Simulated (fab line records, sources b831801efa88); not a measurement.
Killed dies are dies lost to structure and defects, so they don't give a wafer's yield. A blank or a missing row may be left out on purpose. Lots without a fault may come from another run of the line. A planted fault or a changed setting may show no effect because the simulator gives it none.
fab line records | flow gf180mcu
record lots=5 wafers=15 last_day=33
route steps=602 shown M5@538 V5@540 TOP_METAL@567
lots that met no fault: from a run of the same line without faults
start_h: hours from the record's first day to the start of the lot's first wafer shown | wait_h: hours since the lot's step before | " the same as in the row above | L1.1+2: a row that stands for several wafers | - no value, or no start given | * or withheld: withheld | < > ~ a bound
route shown NAME@n: a module of which the file shows steps, and the number in the route of the first | usual: mean/standard deviation of fault-free wafers | same: alike in all rows | chamber/n: place in a boat | sites: the reading at each site | _std_site: their standard deviation | _edge_site: outer sites' mean less inner sites' | radius_mm: how far each site lies from the wafer's centre | mask NAME#n: copy n | behind: the tool/chamber that last shaped the wafer | hold: why the lot was held/for how many hours/how that ended | device: the transistor (n, p or np) that didn't switch | end of line: the same wafers' tests at the end of the route | a step without rows: its recipe alone | killed: dies lost to structure and defects at the first sort, not the wafer's yield | map: a wafer's dies, x killed, . not, _ none there
set.NAME: the setting as run; set.NAME@STEP: as run at that earlier step | model.NAME: the simulator's own value behind a step, which no gauge read
lots at some steps of the route; a table a step, a row a wafer
services: from which hour (start_h, from the record's first day; less than 0 if before it) a tool's chamber was out of use, for how many hours, and why
## steps
# step GF_M5_STRIP_12
# recipe chemistry=post_etch_residue_remover time_s=1200 temp_c=72.5
# usual bath_guard_temp_C=72.8/0.41 bath_heat_duty_pct=14.3/1.4
# columns lot.wafer tool chamber start_h wait_h bath_guard_temp_C bath_heat_duty_pct
L081.1 wet_bench-03 1 662.13 0.1 72.4 14.6
L081.2 " 1 " " 72.7 15.7
L081.4 " 1 " " 72.4 15.3
L084.1 wet_bench-04 1 684.37 0.1 73.3 11.4
L084.4 " 1 " " 73.2 12.1
L084.6 " 1 " " 73.1 12.4
L088.1 wet_bench-04 2 707.98 0.1 72.6 13.8
L088.4 " 2 " " 72.9 14.5
L088.6 " 2 " " 72.8 15.0
L091.2 wet_bench-03 0 727.12 0.1 73.5 13.7
L091.3 " 0 " " 73.3 12.6
L091.6 " 0 " " 73.5 13.8
L093.1 wet_bench-04 2 741.92 0.1 73.3 14.6
L093.2 " 2 " " 72.8 14.7
L093.6 " 2 " " 72.9 15.5
# step GF_M5_CLEAN_13
# recipe chemistry=DIW dry=n2_spin
# columns lot.wafer tool chamber start_h wait_h
L081.1+2+4 wet_bench-02 1 662.47 0.0
L084.1+4+6 wet_bench-02 1 684.71 0.0
L088.1+4+6 wet_bench-03 0 708.32 0.0
L091.2+3+6 wet_bench-03 2 727.46 0.0
L093.1+2+6 wet_bench-02 1 742.26 0.0
# step GF_V5_CVD_00
# recipe material=SiO2 target_thk_nm=300 sigma_open_frac=0.3 temp_c=400 time_s=50 sih4_flow_sccm=60 pressure_mtorr=6
# usual sih4_flow_sccm=60.01/0.19
# columns lot.wafer tool chamber start_h wait_h sih4_flow_sccm
L081.1 hdpcvd-01 2 662.56 0.0 60.20
L081.2 " 0 " " 60.00
L081.4 " 0 " " 59.78
L084.1 hdpcvd-02 1 684.81 0.0 60.12
L084.4 " 0 " " 60.18
L084.6 " 2 " " 59.78
L088.1 hdpcvd-02 1 708.41 0.0 59.61
L088.4 " 1 " " 60.07
L088.6 " 0 " " 59.99
L091.2 hdpcvd-01 1 727.55 0.0 60.19
L091.3 " 0 " " 59.80
L091.6 " 2 " " 60.03
L093.1 hdpcvd-01 0 742.35 0.0 59.82
L093.2 " 2 " " 60.17
L093.6 " 2 " " 60.11
# step GF_V5_THK_MEAS_01
# recipe reads=SiO2_of_V5_CVD_00
# usual V5_CVD_00_THK=300.0/2.5
# columns lot.wafer tool chamber start_h wait_h V5_CVD_00_THK[nm]
L081.1 film_metro-04 - 662.61 0.0 301.5
L081.2 " - " " 303.9
L081.4 " - " " 303.2
L084.1 film_metro-04 - 684.86 0.0 299.5
L084.4 " - " " 304.0
L084.6 " - " " 298.4
L088.1 film_metro-04 - 708.46 0.0 297.8
L088.4 " - " " 297.7
L088.6 " - " " 303.1
L091.2 film_metro-02 - 727.61 0.0 303.2
L091.3 " - " " 298.5
L091.6 " - " " 297.8
L093.1 film_metro-03 - 742.40 0.0 299.1
L093.2 " - " " 301.4
L093.6 " - " " 298.4
# step GF_V5_CVD_02
# recipe material=SiO2 target_thk_nm=1450 precursor=TEOS temp_c=400 time_s=163.28 rf_w=600
# usual heater_power_w=624/100
# columns lot.wafer tool chamber start_h wait_h heater_power_w
L081.1 pecvd-01 0 662.67 0.1 654
L081.2 " 2 " " 568
L081.4 " 2 " " 665
L084.1 pecvd-01 1 684.92 0.1 653
L084.4 " 1 " " 716
L084.6 " 2 " " 543
L088.1 pecvd-04 1 708.52 0.1 578
L088.4 " 0 " " 692
L088.6 " 1 " " 646
L091.2 pecvd-01 2 727.66 0.0 676
L091.3 " 1 " " 635
L091.6 " 1 " " 707
L093.1 pecvd-04 2 742.46 0.1 516
L093.2 " 0 " " 644
L093.6 " 1 " " 666
# step GF_V5_THK_MEAS_03
# recipe reads=SiO2_of_V5_CVD_02
# usual V5_CVD_02_THK=1451/16
# columns lot.wafer tool chamber start_h wait_h V5_CVD_02_THK[nm]
L081.1 film_metro-04 - 662.77 0.1 1419
L081.2 " - " " 1410
L081.4 " - " " 1456
L084.1 film_metro-02 - 685.03 0.1 1420
L084.4 " - " " 1471
L084.6 " - " " 1464
L088.1 film_metro-03 - 708.62 0.1 1450
L088.4 " - " " 1470
L088.6 " - " " 1478
L091.2 film_metro-04 - 727.77 0.1 1455
L091.3 " - " " 1444
L091.6 " - " " 1454
L093.1 film_metro-02 - 742.61 0.1 1436
L093.2 " - " " 1446
L093.6 " - " " 1469
# step GF_V5_CMP_04
# recipe material=SiO2 down_force_psi=4 platen_rpm=60 pad_velocity_m_s=0.94248
# usual motor_current_A=11.8/1.2 retaining_ring_pressure_frac=1.001/0.0047
# columns lot.wafer tool chamber start_h wait_h motor_current_A retaining_ring_pressure_frac
L081.1 cmp-01 3 662.83 0.1 11.4 0.999
L081.4 " 0 " " 10.4 1.001
L081.2 " 2 " " 12.5 0.991
L084.1 cmp-01 0 685.19 0.1 10.8 1.001
L084.4 " 1 " " 11.0 0.994
L084.6 " 2 " " 12.7 0.995
L088.1 cmp-02 2 709.13 0.5 13.4 1.004
L088.4 " 3 " " 13.8 1.006
L088.6 " 1 " " 11.5 0.998
L091.3 cmp-01 2 727.82 0.0 12.2 1.016
L091.2 " 1 " " 10.7 1.001
L091.6 " 2 " " 12.5 1.004
L093.1 cmp-01 2 742.72 0.1 11.6 1.001
L093.2 " 3 " " 10.8 0.994
L093.6 " 2 " " 12.7 1.000
# step GF_V5_BOW_MEAS_05
# recipe mode=bow
# usual V5_BOW=130/9.7
# columns lot.wafer tool chamber start_h wait_h V5_BOW[um]
L081.1 film_metro-04 - 663.13 0.2 133
L081.2 " - " " 122
L081.4 " - " " 136
L084.1 film_metro-04 - 685.39 0.1 150
L084.4 " - " " 139
L084.6 " - " " 153
L088.1 film_metro-03 - 709.33 0.1 131
L088.4 " - " " 130
L088.6 " - " " 131
L091.2 film_metro-03 - 728.14 0.1 114
L091.3 " - " " 122
L091.6 " - " " 117
L093.1 film_metro-03 - 742.97 0.2 122
L093.2 " - " " 138
L093.6 " - " " 128
# step GF_V5_DEHYDRATE_06
# recipe temp_c=200 time_s=60
# columns lot.wafer tool chamber start_h wait_h
L081.1+2+4 litho_track-01 0 671.73 8.6
L084.1+4+6 litho_track-04 0 693.69 8.3
L088.1+4+6 litho_track-01 0 717.78 8.4
L091.2+3+6 litho_track-02 0 736.21 8.0
L093.1+2+6 litho_track-04 0 751.29 8.3
# step GF_V5_HMDS_07
# recipe prime_time_s=60 prime_temp_c=120
# columns lot.wafer tool chamber start_h wait_h
L081.1+2+4 litho_track-01 0 671.88 0.1
L084.1+4+6 litho_track-04 0 693.84 0.1
L088.1+4+6 litho_track-01 0 717.93 0.1
L091.2+3+6 litho_track-02 0 736.36 0.1
L093.1+2+6 litho_track-04 0 751.44 0.1
# step GF_V5_COAT_08
# recipe resist=BARC temp_c=withheld time_s=withheld spin_rpm=withheld resist_thk_nm=withheld
# usual dispense_pressure_kPa=50.8/2.6
# columns lot.wafer tool chamber start_h wait_h dispense_pressure_kPa
L081.1 litho_track-01 0 672.03 0.1 48.2
L081.2 " 0 " " 48.2
L081.4 " 0 " " 48.2
L084.1 litho_track-04 0 693.99 0.1 53.7
L084.4 " 0 " " 53.7
L084.6 " 0 " " 53.7
L088.1 litho_track-01 0 718.08 0.1 48.2
L088.4 " 0 " " 48.2
L088.6 " 0 " " 48.2
L091.2 litho_track-02 0 736.51 0.1 48.5
L091.3 " 0 " " 48.4
L091.6 " 0 " " 48.5
L093.1 litho_track-04 0 751.59 0.1 53.7
L093.2 " 0 " " 53.7
L093.6 " 0 " " 53.6
# step GF_V5_COAT_09
# recipe resist=KrF spin_rpm=withheld resist_thk_nm=1000
# usual dispense_pressure_kPa=50.8/2.6
# columns lot.wafer tool chamber start_h wait_h dispense_pressure_kPa
L081.1 litho_track-01 0 - - 48.2
L081.2 " 0 " " 48.2
L081.4 " 0 " " 48.2
L084.1 litho_track-04 0 - - 53.7
L084.4 " 0 " " 53.6
L084.6 " 0 " " 53.7
L088.1 litho_track-01 0 - - 48.2
L088.4 " 0 " " 48.2
L088.6 " 0 " " 48.2
L091.2 litho_track-02 0 - - 48.5
L091.3 " 0 " " 48.5
L091.6 " 0 " " 48.5
L093.1 litho_track-04 0 - - 53.7
L093.2 " 0 " " 53.7
L093.6 " 0 " " 53.7
# step GF_V5_SOFTBAKE_10
# recipe temp_c=130 time_s=60 resist=KrF
# columns lot.wafer tool chamber start_h wait_h
L081.1+2+4 litho_track-01 0 - -
L084.1+4+6 litho_track-04 0 - -
L088.1+4+6 litho_track-01 0 - -
L091.2+3+6 litho_track-02 0 - -
L093.1+2+6 litho_track-04 0 - -
# step GF_V5_EXPOSE_11
# recipe mask_id=Via5 target_cd_nm=260 na=0.68 source_shape=conventional sigma_outer=0.6 dose_mj=38
# columns lot.wafer tool chamber start_h wait_h mask
L081.1+2+4 krf_scanner-02 0 - - Via5#0
L084.1+4+6 krf_scanner-02 0 - - Via5#0
L088.1+4+6 krf_scanner-01 0 - - Via5#0
L091.2+3+6 krf_scanner-01 0 - - Via5#0
L093.1+2+6 krf_scanner-01 0 - - Via5#0
# step GF_V5_PEB_12
# recipe peb_temp_c=135 peb_time_s=90 resist=KrF
# columns lot.wafer tool chamber start_h wait_h
L081.1+2+4 litho_track-02 0 - -
L084.1+4+6 litho_track-02 0 - -
L088.1+4+6 litho_track-02 0 - -
L091.2+3+6 litho_track-02 0 - -
L093.1+2+6 litho_track-01 0 - -
# step GF_V5_DEVELOP_13
# recipe develop_time_s=60 resist=KrF dev_temp_c=21
# columns lot.wafer tool chamber start_h wait_h
L081.1+2+4 litho_track-02 0 681.63 0.2
L084.1+4+6 litho_track-02 0 703.38 0.2
L088.1+4+6 litho_track-02 0 726.68 0.2
L091.2+3+6 litho_track-02 0 745.26 0.2
L093.1+2+6 litho_track-01 0 759.73 0.2
# step GF_V5_CD_MEAS_14
# recipe target_cd_nm=260
# usual cd_nm=259.9/1.1
# columns lot.wafer tool chamber start_h wait_h cd_nm
L081.1 cd_sem-02 - 681.78 0.1 260.9
L081.2 " - " " 261.0
L081.4 " - " " 260.9
L084.1 cd_sem-02 - 703.53 0.1 259.3
L084.4 " - " " 259.1
L084.6 " - " " 260.3
L088.1 cd_sem-02 - 726.83 0.1 259.8
L088.4 " - " " 260.8
L088.6 " - " " 258.9
L091.2 cd_sem-02 - 745.40 0.1 259.8
L091.3 " - " " 260.2
L091.6 " - " " 259.4
L093.1 cd_sem-02 - 759.88 0.1 258.5
L093.2 " - " " 259.2
L093.6 " - " " 259.8
# step GF_V5_OVL_MEAS_15
# usual V5_OVL=-2/5.6
# columns lot.wafer tool chamber start_h wait_h V5_OVL[nm]
L081.1 overlay-02 - 681.90 0.1 7
L081.2 " - " " 4
L081.4 " - " " 5
L084.1 overlay-02 - 703.65 0.1 2
L084.4 " - " " 8
L084.6 " - " " 2
L088.1 overlay-01 - 726.95 0.1 2
L088.4 " - " " -5
L088.6 " - " " -5
L091.2 overlay-01 - 745.51 0.1 -1
L091.3 " - " " 0
L091.6 " - " " -9
L093.1 overlay-01 - 760.00 0.1 -4
L093.2 " - " " -4
L093.6 " - " " -2
# step GF_V5_ETCH_16
# recipe chemistry=N2/H2 target_depth_a=withheld overetch_a=withheld time_s=withheld target=BARC ion_energy_ev=200 source_w=500 bias_w=100 pressure_mtorr=30 n2_flow_sccm=100 h2_flow_sccm=200
# usual drypump_motor_current_A=5.70/0.28 oes_product_au=0.854/0.0039 throttle_valve_pct=13.225/0.0084
# columns lot.wafer tool chamber start_h wait_h drypump_motor_current_A oes_product_au throttle_valve_pct
L081.1 rie_diel-01 1 681.94 0.0 5.87 0.857 13.232
L081.2 " 0 " " 5.54 0.855 13.225
L081.4 " 3 " " 5.80 0.850 13.228
L084.1 rie_diel-01 1 703.69 0.0 5.89 0.853 13.236
L084.4 " 0 " " 5.52 0.859 13.202
L084.6 " 0 " " 5.53 0.855 13.235
L088.1 rie_diel-03 3 726.99 0.0 6.12 0.859 13.214
L088.4 " 1 " " 5.36 0.855 13.224
L088.6 " 2 " " 5.27 0.857 13.234
L091.2 rie_diel-04 1 745.54 0.0 5.79 0.861 13.227
L091.3 " 0 " " 5.51 0.852 13.234
L091.6 " 3 " " 6.14 0.856 13.217
L093.1 rie_diel-04 1 760.03 0.0 5.80 0.850 13.229
L093.2 " 2 " " 5.24 0.857 13.234
L093.6 " 2 " " 5.26 0.846 13.243
# step GF_V5_ETCH_17
# recipe chemistry=C4F8/O2/Ar mask_material=KrF target=SiO2 stop_on=TiN source_w=1500 bias_w=1200 pressure_mtorr=40 c4f8_flow_sccm=withheld O2_flow_sccm=6 Ar_flow_sccm=300 time_s=withheld target_depth_a=8550
# usual oes_product_au=0.860/0.0047
# columns lot.wafer tool chamber start_h wait_h oes_product_au
L081.1 rie_diel-01 1 - - 0.855
L081.2 " 0 " " 0.856
L081.4 " 3 " " 0.856
L084.1 rie_diel-01 1 - - 0.864
L084.4 " 0 " " 0.860
L084.6 " 0 " " 0.865
L088.1 rie_diel-03 3 - - 0.857
L088.4 " 1 " " 0.850
L088.6 " 2 " " 0.856
L091.2 rie_diel-04 1 - - 0.860
L091.3 " 0 " " 0.860
L091.6 " 3 " " 0.855
L093.1 rie_diel-04 1 - - 0.864
L093.2 " 2 " " 0.855
L093.6 " 2 " " 0.866
# step GF_V5_STRIP_18
# recipe chemistry=O2/N2 power_w=1400 pressure_mtorr=1500 platen_temp_c=250 o2_flow_sccm=3000 n2_flow_sccm=300 overash_fraction=0.5
# usual drypump_motor_current_A=5.7/0.53 heater_power_w=312/33 oes_product_au=0.568/0.0048
# columns lot.wafer tool chamber start_h wait_h drypump_motor_current_A heater_power_w oes_product_au rf_hours_counter_h
L081.1 plasma_asher-03 0 682.09 - 6.2 249 0.565 109
L081.2 " 1 " " 6.5 371 0.573 109
L081.4 " 0 " " 6.3 248 0.569 -
L084.1 plasma_asher-04 1 703.84 - 5.3 315 0.582 92
L084.4 " 1 " " 5.3 325 0.575 -
L084.6 " 0 " " 6.3 300 0.570 -
L088.1 plasma_asher-04 1 727.14 - 5.3 316 0.570 95
L088.4 " 1 " " 5.3 314 0.568 -
L088.6 " 0 " " 6.3 297 0.575 -
L091.2 plasma_asher-01 1 745.69 - 5.0 352 0.571 65
L091.3 " 1 " " 5.0 355 0.566 -
L091.6 " 1 " " 5.0 334 0.572 -
L093.1 plasma_asher-04 1 760.19 - 5.3 314 0.571 99
L093.2 " 0 " " 6.2 301 0.569 99
L093.6 " 1 " " 5.3 318 0.568 -
# step GF_V5_STRIP_19
# recipe chemistry=post_etch_residue_remover time_s=1200 temp_c=72.5
# usual bath_guard_temp_C=72.5/0.57 bath_heat_duty_pct=14.6/1.3
# columns lot.wafer tool chamber start_h wait_h bath_guard_temp_C bath_heat_duty_pct
L081.1 wet_bench-04 3 682.19 0.1 72.7 14.4
L081.2 " 3 " " 72.5 15.8
L081.4 " 3 " " 72.4 15.8
L084.1 wet_bench-03 1 703.94 0.1 72.5 14.6
L084.4 " 1 " " 72.3 15.7
L084.6 " 1 " " 72.4 14.7
L088.1 wet_bench-01 0 727.29 0.1 72.6 16.0
L088.4 " 0 " " 72.9 14.6
L088.6 " 0 " " 72.5 15.3
L091.2 wet_bench-01 3 745.79 0.1 71.4 12.6
L091.3 " 3 " " 71.4 14.3
L091.6 " 3 " " 71.5 14.9
L093.1 wet_bench-04 1 760.29 0.1 73.3 12.3
L093.2 " 1 " " 73.4 11.2
L093.6 " 1 " " 73.2 12.6
# step GF_V5_CLEAN_20
# recipe chemistry=DIW dry=n2_spin
# columns lot.wafer tool chamber start_h wait_h
L081.1+2+4 wet_bench-01 3 682.53 0.0
L084.1+4+6 wet_bench-01 2 704.28 0.0
L088.1+4+6 wet_bench-03 1 727.63 0.0
L091.2+3+6 wet_bench-01 2 746.13 0.0
L093.1+2+6 wet_bench-01 3 760.63 0.0
# step GF_V5_SPUTTER_21
# recipe material=Ti target_thk_nm=15 chamber_pressure_pa=5 power_w=2500 substrate_temp_c=200 time_s=80.02
# usual throttle_valve_pct=30.1/0.62
# columns lot.wafer tool chamber start_h wait_h throttle_valve_pct
L081.1 pvd_sputter-02 - 682.63 0.0 30.3
L081.2 " - " " 29.9
L081.4 " - " " 30.8
L084.1 pvd_sputter-02 - 704.38 0.0 31.0
L084.4 " - " " 30.6
L084.6 " - " " 30.7
L088.1 pvd_sputter-02 - 727.72 0.0 30.1
L088.4 " - " " 30.7
L088.6 " - " " 30.8
L091.2 pvd_sputter-02 - 746.22 0.0 30.6
L091.3 " - " " 30.2
L091.6 " - " " 30.0
L093.1 pvd_sputter-01 - 760.72 0.0 29.8
L093.2 " - " " 30.0
L093.6 " - " " 30.6
# step GF_V5_SPUTTER_22
# recipe material=TiN target_thk_nm=10 chamber_pressure_pa=5 power_w=4000 time_s=40
# usual throttle_valve_pct=30.1/0.64
# columns lot.wafer tool chamber start_h wait_h throttle_valve_pct
L081.1 pvd_sputter-02 - 682.69 0.0 30.5
L081.2 " - " " 29.8
L081.4 " - " " 30.6
L084.1 pvd_sputter-02 - 704.44 0.0 30.9
L084.4 " - " " 30.3
L084.6 " - " " 31.0
L088.1 pvd_sputter-02 - 727.78 0.0 30.1
L088.4 " - " " 30.8
L088.6 " - " " 30.9
L091.2 pvd_sputter-02 - 746.29 0.0 30.8
L091.3 " - " " 30.3
L091.6 " - " " 29.9
L093.1 pvd_sputter-01 - 760.78 0.0 29.9
L093.2 " - " " 30.4
L093.6 " - " " 30.1
# step GF_V5_CVD_23
# recipe material=W target_thk_nm=350 time_s=104.9 temp_c=400 pressure_torr=40
# usual chamber_pressure_Torr=40.00/0.084 heater_power_w=896/69
# columns lot.wafer tool chamber start_h wait_h chamber_pressure_Torr heater_power_w
L081.1 cvd_w-02 1 682.73 0.0 39.98 866
L081.2 " 0 " " 39.99 991
L081.4 " 1 " " 40.04 845
L084.1 cvd_w-01 1 704.48 0.0 40.00 852
L084.4 " 0 " " 40.08 855
L084.6 " 0 " " 40.14 849
L088.1 cvd_w-01 1 727.82 0.0 40.04 845
L088.4 " 1 " " 40.05 837
L088.6 " 0 " " 39.97 843
L091.2 cvd_w-02 0 746.32 0.0 39.98 1031
L091.3 " 1 " " 40.14 866
L091.6 " 1 " " 39.97 864
L093.1 cvd_w-01 1 760.82 0.0 40.00 831
L093.2 " 0 " " 40.05 857
L093.6 " 0 " " 40.15 876
# step GF_V5_RS_MEAS_24
# recipe thk_meas_gauge=four-point-probe reads=W_of_V5_CVD_23+TiN_of_V5_SPUTTER_22+Ti_of_V5_SPUTTER_21
# usual V5_W_RS=0.3272/0.0025
# columns lot.wafer tool chamber start_h wait_h V5_W_RS[ohm/sq]
L081.1 film_metro-04 - 682.85 0.1 0.3290
L081.2 " - " " 0.3250
L081.4 " - " " 0.3301
L084.1 film_metro-04 - 704.59 0.1 0.3254
L084.4 " - " " 0.3299
L084.6 " - " " 0.3295
L088.1 film_metro-04 - 727.94 0.1 0.3219
L088.4 " - " " 0.3242
L088.6 " - " " 0.3268
L091.2 film_metro-04 - 746.46 0.1 0.3302
L091.3 " - " " 0.3266
L091.6 " - " " 0.3291
L093.1 film_metro-03 - 760.93 0.1 0.3260
L093.2 " - " " 0.3252
L093.6 " - " " 0.3259
# step GF_V5_THK_MEAS_25
# recipe thk_meas_gauge=xrf reads=W_of_V5_CVD_23
# usual V5_W_THK=360/4.1
# columns lot.wafer tool chamber start_h wait_h V5_W_THK[nm]
L081.1 film_metro-04 - 682.97 0.1 360
L081.2 " - " " 363
L081.4 " - " " 356
L084.1 film_metro-04 - 704.71 0.1 361
L084.4 " - " " 355
L084.6 " - " " 355
L088.1 film_metro-04 - 728.06 0.1 364
L088.4 " - " " 357
L088.6 " - " " 355
L091.2 film_metro-04 - 746.57 0.1 356
L091.3 " - " " 358
L091.6 " - " " 355
L093.1 film_metro-03 - 761.05 0.1 366
L093.2 " - " " 366
L093.6 " - " " 367
# step GF_V5_CMP_26
# recipe stop_on=SiO2 down_force_psi=3.5 platen_rpm=60 t_overpolish_s=15 target_thk_nm=0 pad_velocity_m_s=0.94248
# usual motor_current_A=10.8/1.2 overpolish_run_s=15.000/0.0087 retaining_ring_pressure_frac=0.999/0.0047 time_to_endpoint_s=84.0/2.6
# columns lot.wafer tool chamber start_h wait_h motor_current_A overpolish_run_s retaining_ring_pressure_frac time_to_endpoint_s
L081.1 cmp-01 3 683.03 0.1 9.6 14.988 1.002 86.2
L081.2 " 1 " " 10.6 15.004 1.005 88.5
L081.4 " 2 " " 11.2 15.008 1.003 80.3
L084.1 cmp-02 3 704.77 0.1 13.6 14.993 1.005 87.2
L084.4 " 2 " " 12.0 14.995 1.002 80.8
L084.6 " 0 " " 9.5 15.001 1.008 83.9
L088.1 cmp-01 0 728.12 0.1 9.4 14.987 1.003 87.0
L088.4 " 3 " " 10.1 14.989 0.998 88.6
L088.6 " 1 " " 10.1 15.010 1.002 86.0
L091.2 cmp-01 0 746.62 0.0 9.4 15.009 1.006 86.1
L091.3 " 3 " " 9.5 15.009 0.999 83.9
L091.6 " 0 " " 9.7 14.985 0.991 85.0
L093.2 cmp-02 0 761.21 0.1 9.6 15.002 1.000 85.4
L093.1 " 1 " " 11.3 14.999 0.995 84.2
L093.6 " 3 " " 13.5 14.996 0.998 83.0
# step GF_TOP_METAL_SPUTTER_00
# recipe material=Ti target_thk_nm=37.5 arriving_ion_energy_ev=80 substrate_temp_c=200 chamber_pressure_pa=2 power_w=4000 time_s=150
# usual throttle_valve_pct=30.3/0.73
# columns lot.wafer tool chamber start_h wait_h throttle_valve_pct
L081.1 pvd_sputter-01 - 683.33 0.2 29.0
L081.2 " - " " 30.2
L081.4 " - " " 30.2
L084.1 pvd_sputter-01 - 705.07 0.2 30.1
L084.4 " - " " 30.1
L084.6 " - " " 29.9
L088.1 pvd_sputter-03 - 728.42 0.2 30.7
L088.4 " - " " 29.0
L088.6 " - " " 30.7
L091.2 pvd_sputter-01 - 746.92 0.2 29.8
L091.3 " - " " 30.0
L091.6 " - " " 29.8
L093.1 pvd_sputter-01 - 761.41 0.1 30.1
L093.2 " - " " 29.9
L093.6 " - " " 30.4
# step GF_TOP_METAL_SPUTTER_01
# recipe material=TiN target_thk_nm=30 power_w=6500 time_s=25 chamber_pressure_pa=0.4
# usual throttle_valve_pct=30.3/0.74
# columns lot.wafer tool chamber start_h wait_h throttle_valve_pct
L081.1 pvd_sputter-01 - 683.43 0.1 29.3
L081.2 " - " " 30.2
L081.4 " - " " 30.2
L084.1 pvd_sputter-01 - 705.17 0.1 30.1
L084.4 " - " " 29.9
L084.6 " - " " 30.0
L088.1 pvd_sputter-03 - 728.52 0.1 30.7
L088.4 " - " " 29.6
L088.6 " - " " 30.6
L091.2 pvd_sputter-01 - 747.02 0.1 30.1
L091.3 " - " " 30.2
L091.6 " - " " 30.0
L093.1 pvd_sputter-01 - 761.51 0.1 30.3
L093.2 " - " " 29.8
L093.6 " - " " 30.1
# step GF_TOP_METAL_SPUTTER_02
# recipe material=AlCu target_thk_nm=900 power_w=10600 chamber_pressure_pa=0.3 substrate_temp_c=250 gas=Ar time_s=47.82
# usual throttle_valve_pct=30.3/0.72
# columns lot.wafer tool chamber start_h wait_h throttle_valve_pct
L081.1 pvd_sputter-01 - 683.46 0.0 29.3
L081.2 " - " " 30.3
L081.4 " - " " 30.1
L084.1 pvd_sputter-01 - 705.20 0.0 30.5
L084.4 " - " " 30.0
L084.6 " - " " 29.7
L088.1 pvd_sputter-03 - 728.56 0.0 30.7
L088.4 " - " " 29.3
L088.6 " - " " 30.5
L091.2 pvd_sputter-01 - 747.05 0.0 29.7
L091.3 " - " " 29.8
L091.6 " - " " 29.8
L093.1 pvd_sputter-01 - 761.54 0.0 30.2
L093.2 " - " " 29.8
L093.6 " - " " 30.3
# step GF_TOP_METAL_SPUTTER_03
# recipe material=Ti target_thk_nm=5 substrate_temp_c=300 chamber_pressure_pa=0.3 power_w=3000 time_s=3.3
# usual throttle_valve_pct=30.3/0.71
# columns lot.wafer tool chamber start_h wait_h throttle_valve_pct
L081.1 pvd_sputter-01 - 683.50 0.0 29.1
L081.2 " - " " 30.7
L081.4 " - " " 30.2
L084.1 pvd_sputter-01 - 705.24 0.0 30.4
L084.4 " - " " 30.2
L084.6 " - " " 29.6
L088.1 pvd_sputter-03 - 728.60 0.0 30.5
L088.4 " - " " 29.1
L088.6 " - " " 30.6
L091.2 pvd_sputter-01 - 747.09 0.0 29.9
L091.3 " - " " 29.9
L091.6 " - " " 30.0
L093.1 pvd_sputter-01 - 761.59 0.0 30.1
L093.2 " - " " 29.9
L093.6 " - " " 30.4
# step GF_TOP_METAL_SPUTTER_04
# recipe material=TiN target_thk_nm=25 power_w=6500 time_s=20.8 chamber_pressure_pa=0.4
# usual throttle_valve_pct=30.3/0.74
# columns lot.wafer tool chamber start_h wait_h throttle_valve_pct
L081.1 pvd_sputter-01 - 683.52 0.0 28.9
L081.2 " - " " 30.2
L081.4 " - " " 30.1
L084.1 pvd_sputter-01 - 705.26 0.0 30.3
L084.4 " - " " 30.1
L084.6 " - " " 29.9
L088.1 pvd_sputter-03 - 728.62 0.0 30.7
L088.4 " - " " 29.2
L088.6 " - " " 30.7
L091.2 pvd_sputter-01 - 747.11 0.0 29.9
L091.3 " - " " 29.9
L091.6 " - " " 29.9
L093.1 pvd_sputter-01 - 761.60 0.0 30.0
L093.2 " - " " 30.0
L093.6 " - " " 29.9
# step GF_TOP_METAL_RS_MEAS_05
# recipe thk_meas_gauge=four-point-probe reads=TiN_of_TOP_METAL_SPUTTER_04+Ti_of_TOP_METAL_SPUTTER_03+AlCu_of_TOP_METAL_SPUTTER_02+TiN_of_TOP_METAL_SPUTTER_01+Ti_of_TOP_METAL_SPUTTER_00
# usual TOP_METAL_ALCU_RS=0.0327/0.00034
# columns lot.wafer tool chamber start_h wait_h TOP_METAL_ALCU_RS[ohm/sq]
L081.1 film_metro-04 - 683.55 0.0 0.0327
L081.2 " - " " 0.0328
L081.4 " - " " 0.0332
L084.1 film_metro-04 - 705.29 0.0 0.0327
L084.4 " - " " 0.0327
L084.6 " - " " 0.0324
L088.1 film_metro-02 - 728.64 0.0 0.0332
L088.4 " - " " 0.0335
L088.6 " - " " 0.0332
L091.2 film_metro-04 - 747.16 0.0 0.0326
L091.3 " - " " 0.0329
L091.6 " - " " 0.0327
L093.1 film_metro-04 - 761.63 0.0 0.0323
L093.2 " - " " 0.0324
L093.6 " - " " 0.0324
# step GF_TOP_METAL_THK_MEAS_06
# recipe thk_meas_gauge=xrf reads=AlCu_of_TOP_METAL_SPUTTER_02
# usual TOP_METAL_ALCU_THK=876/11
# columns lot.wafer tool chamber start_h wait_h TOP_METAL_ALCU_THK[nm]
L081.1 film_metro-04 - 683.67 0.1 881
L081.2 " - " " 877
L081.4 " - " " 869
L084.1 film_metro-04 - 705.41 0.1 879
L084.4 " - " " 880
L084.6 " - " " 883
L088.1 film_metro-02 - 728.76 0.1 859
L088.4 " - " " 854
L088.6 " - " " 861
L091.2 film_metro-04 - 747.27 0.1 884
L091.3 " - " " 872
L091.6 " - " " 881
L093.1 film_metro-04 - 761.75 0.1 898
L093.2 " - " " 889
L093.6 " - " " 892
# step GF_TOP_METAL_DEHYDRATE_07
# recipe temp_c=200 time_s=60
# columns lot.wafer tool chamber start_h wait_h
L081.1+2+4 litho_track-03 0 692.34 8.7
L084.1+4+6 litho_track-02 0 713.68 8.3
L088.1+4+6 litho_track-02 0 736.93 8.2
L091.2+3+6 litho_track-02 0 754.46 7.2
L093.1+2+6 litho_track-02 0 769.38 7.6
# step GF_TOP_METAL_HMDS_08
# recipe prime_time_s=60 prime_temp_c=120
# columns lot.wafer tool chamber start_h wait_h
L081.1+2+4 litho_track-03 0 692.49 0.1
L084.1+4+6 litho_track-02 0 713.83 0.1
L088.1+4+6 litho_track-02 0 737.08 0.1
L091.2+3+6 litho_track-02 0 754.61 0.1
L093.1+2+6 litho_track-02 0 769.53 0.1
## services
# columns tool chamber start_h hours kind
pecvd-01 - 642.76 2.8 pm
hdpcvd-01 - 650.15 1.5 repair
wet_bench-04 - 664.56 4.4 pm
krf_scanner-01 - 668.57 0.8 pm
rie_diel-01 2 672.78 29.8 repair
rie_diel-04 1 676.63 9.2 repair
cmp-01 - 678.15 1.9 repair
rie_diel-04 3 687.05 4.7 repair
cmp-02 - 688.41 1.1 repair
rie_diel-04 - 688.92 6.2 repair
pvd_sputter-03 - 691.60 4.9 repair
cmp-02 - 692.62 6.1 pm
cmp-01 - 704.51 5.8 pm
plasma_asher-04 - 705.93 1.4 repair
rie_diel-01 0 715.68 19.7 repair
cmp-01 - 720.20 0.8 repair
rie_diel-04 0 726.11 14.0 repair
krf_scanner-01 - 726.38 4.0 pm
cvd_w-01 - 729.03 0.6 repair
rie_diel-04 - 734.16 2.0 repair
wet_bench-04 - 738.21 1.0 repair
cmp-01 - 748.54 4.0 pm
pecvd-01 - 750.82 0.6 repair
cvd_w-01 - 753.31 0.8 repair
## key
fault none
